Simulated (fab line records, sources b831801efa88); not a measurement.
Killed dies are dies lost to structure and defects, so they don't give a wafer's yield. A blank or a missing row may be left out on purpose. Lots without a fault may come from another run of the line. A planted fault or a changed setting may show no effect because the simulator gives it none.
Which tool did it? | flow sky130 | 10 lots, 30 wafers sampled, at 5 steps of a route of 708

WHAT THE GAUGES READ, wafer by wafer
SKY_POLY_GATE_THK_MEAS_01.
lot  | measured     | on            | POLY_GATE_CVD_00_THK (nm)
L201 | day 15 11:13 | film_metro-03 | 182.1 182.2 183.0
L202 | day 15 11:14 | film_metro-02 | 178.4 180.4 180.7
L204 | day 16 02:51 | film_metro-04 | 180.3 181.5 178.7
L205 | day 16 10:01 | film_metro-02 | 179.7 179.8 179.4
L207 | day 16 19:22 | film_metro-04 | 180.9 179.8 180.1
L208 | day 17 11:17 | film_metro-02 | 180.2 181.9 179.3
L211 | day 18 15:01 | film_metro-04 | 180.7 181.5 178.4
L213 | day 19 08:16 | film_metro-04 | 178.7 177.4 177.9
L214 | day 19 16:17 | film_metro-03 | 180.2 180.4 178.9
L215 | day 20 03:46 | film_metro-02 | 180.5 179.1 179.9

SKY_LDD_P_CD_MEAS_07: target cd 380 nm.
lot  | measured     | on        | cd_nm (nm)
L201 | day 20 15:17 | cd_sem-01 | 379.1 379.3 379.7
L202 | day 20 15:05 | cd_sem-02 | 382.9 382.6 383.6
L204 | day 21 08:38 | cd_sem-02 | 376.3 376.9 375.8
L205 | day 21 14:37 | cd_sem-01 | 379.8 380.4 380.8
L207 | day 22 02:04 | cd_sem-02 | 381.9 381.0 378.8
L208 | day 22 23:20 | cd_sem-01 | 377.8 380.3 380.5
L211 | day 23 20:26 | cd_sem-01 | 380.5 380.6 381.4
L213 | day 24 16:01 | cd_sem-02 | 377.0 377.4 375.4
L214 | day 24 22:55 | cd_sem-02 | 378.7 382.5 379.0
L215 | day 25 08:31 | cd_sem-02 | 377.6 381.6 380.9

SKY_SPACER_THK_MEAS_01.
lot  | measured     | on            | SPACER_CVD_00_THK (nm)
L201 | day 24 14:20 | film_metro-01 | 43.4 43.4 43.5
L202 | day 24 14:22 | film_metro-04 | 42.2 43.0 42.4
L204 | day 25 05:49 | film_metro-01 | 44.0 43.7 43.3
L205 | day 25 09:40 | film_metro-03 | 43.8 43.6 43.8
L207 | day 25 22:50 | film_metro-03 | 43.1 43.1 43.0
L208 | day 26 19:21 | film_metro-03 | 43.2 43.5 43.1
L211 | day 27 14:14 | film_metro-03 | 43.1 42.9 42.8
L213 | day 28 09:52 | film_metro-04 | 43.4 42.8 43.5
L214 | day 28 15:38 | film_metro-04 | 27.8 28.0 27.7
L215 | day 29 01:59 | film_metro-03 | 27.2 27.6 26.9

WHICH TOOL RAN EACH LOT (tool, then ch and the chambers of the sampled wafers, then the start)
lot  | SKY_LDD_P_STRIP_10                   | SKY_SPACER_CVD_00
L201 | plasma_asher-03 ch 0,1, day 20 15:35 | lpcvd-02 ch 0, day 24 13:08
L202 | plasma_asher-02 ch 0,1, day 20 15:22 | lpcvd-02 ch 1, day 24 13:08
L204 | plasma_asher-03 ch 0,1, day 21 08:56 | lpcvd-02 ch 0, day 25 04:37
L205 | plasma_asher-04 ch 0,1, day 21 14:55 | lpcvd-02 ch 0, day 25 08:28
L207 | plasma_asher-03 ch 0,1, day 22 02:22 | lpcvd-02 ch 1, day 25 21:37
L208 | plasma_asher-04 ch 0,1, day 22 23:37 | lpcvd-02 ch 1, day 26 17:32
L211 | plasma_asher-02 ch 0,1, day 23 20:43 | lpcvd-02 ch 0, day 27 13:01
L213 | plasma_asher-02 ch 0,1, day 24 16:19 | lpcvd-02 ch 1, day 28 08:40
L214 | plasma_asher-04 ch 0,1, day 24 23:13 | lpcvd-02 ch 1, day 28 14:25
L215 | plasma_asher-02 ch 0, day 25 08:49   | lpcvd-02 ch 0, day 29 00:47
- SKY_LDD_P_STRIP_10: strips in O2/N2.
- SKY_SPACER_CVD_00: deposits Si3N4 from DCS/NH3, target thk 43.1 nm, time 740 s.

WHAT THE TOOLS THEMSELVES READ (means of the sampled wafers that have a number; where no wafer has one, the mark that the record gives instead)
SKY_LDD_P_STRIP_10.
lot  | tool            | drypump_motor_current_A (A) | o2_flow_sccm (sccm) | oes_product_au (a.u.) | strip_time_to_endpoint_s (s)
L201 | plasma_asher-03 | 5.6                         | 3005                | 0.719                 | 14.25
L202 | plasma_asher-02 | 4.9                         | 2990                | 0.712                 | 14.19
L204 | plasma_asher-03 | 5.6                         | 3010                | 0.716                 | 14.24
L205 | plasma_asher-04 | 5.7                         | 3010                | 0.718                 | 14.18
L207 | plasma_asher-03 | 5.9                         | 3008                | 0.715                 | 14.18
L208 | plasma_asher-04 | 5.7                         | 3002                | 0.713                 | 14.21
L211 | plasma_asher-02 | 4.9                         | 3003                | 0.716                 | 14.23
L213 | plasma_asher-02 | 5.2                         | 2994                | 0.719                 | 14.17
L214 | plasma_asher-04 | 5.7                         | 2983                | 0.712                 | 14.16
L215 | plasma_asher-02 | 5.5                         | 3007                | 0.719                 | 14.22

SKY_SPACER_CVD_00.
lot  | tool     | spike_tc_bottom_C (C) | spike_tc_centre_C (C) | spike_tc_lower_C (C) | spike_tc_top_C (C) | spike_tc_upper_C (C) | susceptor_temp_C (C) | zone_power_bottom_pct (%)
L201 | lpcvd-02 | 789.6                 | 769.4                 | 770.7                | 781.8              | 771.1                | 770.1                | 22.5
L202 | lpcvd-02 | 788.0                 | 770.1                 | 771.3                | 785.4              | 770.1                | 769.4                | 23.0
L204 | lpcvd-02 | 788.7                 | 770.1                 | 769.4                | 782.3              | 770.8                | 770.6                | 22.6
L205 | lpcvd-02 | 788.0                 | 769.7                 | 770.0                | 781.5              | 770.4                | 770.7                | 22.5
L207 | lpcvd-02 | 786.8                 | 769.6                 | 771.3                | 784.5              | 770.5                | 769.8                | 23.2
L208 | lpcvd-02 | 788.8                 | 769.5                 | 770.1                | 785.6              | 769.0                | 770.4                | 23.5
L211 | lpcvd-02 | 789.0                 | 770.0                 | 769.8                | 783.2              | 769.1                | 769.9                | 22.7
L213 | lpcvd-02 | 788.3                 | 769.9                 | 771.7                | 786.0              | 769.9                | 769.6                | 23.1
L214 | lpcvd-02 | 764.9                 | 747.9                 | 749.7                | 764.9              | 747.7                | 748.2                | 22.0
L215 | lpcvd-02 | 767.9                 | 748.3                 | 747.2                | 760.5              | 746.5                | 748.0                | 21.7

THE ANSWER, worked out from the rows above alone
Rule: what is usual is taken from the lots themselves. Put in order of their means at a reading, lots are off if they are a third of the lots or fewer, leave a main group of 4 or more, and stand apart from it by a gap of 3 or more times the standard deviation of the main group's means; of several such gaps the widest counts. A main group whose means are all the same, to the digits that the tables above print for the reading, isn't used. A lot without any number at a reading at which 4 lots or more have one is off too. The other lots that the step has rows for count as sound. The gauges are gone through in route order, then the tools' own readings, and for those a lot's mean is taken as printed above. The first step at which some lot is off is used, and at that step the reading that is off furthest; a lot without a number counts as furthest.
Off: L214, L215, at SKY_SPACER_THK_MEAS_01 (SPACER_CVD_00_THK). The main group: mean 43.2 nm, standard deviation 0.37.
A tool fits if, at a process step before that reading, it ran every lot that is off, and no sound lot after the first of them. The gauges at SKY_SPACER_THK_MEAS_01 aren't tried: what is off there is off at SKY_SPACER_CVD_00 too, on other tools, and a gauge's error can't cause that. One fits: lpcvd-02 at SKY_SPACER_CVD_00. Its last sound lot is L213 (day 28 08:40), its first lot that is off L214 (day 28 14:25): a fault that began between those two fits.
The tool's own readings at SKY_SPACER_CVD_00 bear it out: on the lots that are off they differ by more than 5 times the standard deviation of the sound lots' means. spike_tc_bottom_C reads 766.4 C there against 788.4 C on the sound lots; spike_tc_centre_C reads 748.1 C there against 769.8 C on the sound lots; spike_tc_lower_C reads 748.5 C there against 770.5 C on the sound lots; spike_tc_top_C reads 762.7 C there against 783.8 C on the sound lots; spike_tc_upper_C reads 747.1 C there against 770.1 C on the sound lots; susceptor_temp_C reads 748.1 C there against 770.1 C on the sound lots.

WHAT THE SIMULATOR HAD PUT IN
Process parameter drift: lpcvd-02, from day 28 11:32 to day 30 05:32, at SKY_SPACER_CVD_00. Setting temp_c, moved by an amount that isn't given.
Lots struck among those shown: L214, L215. The rule above found the same.
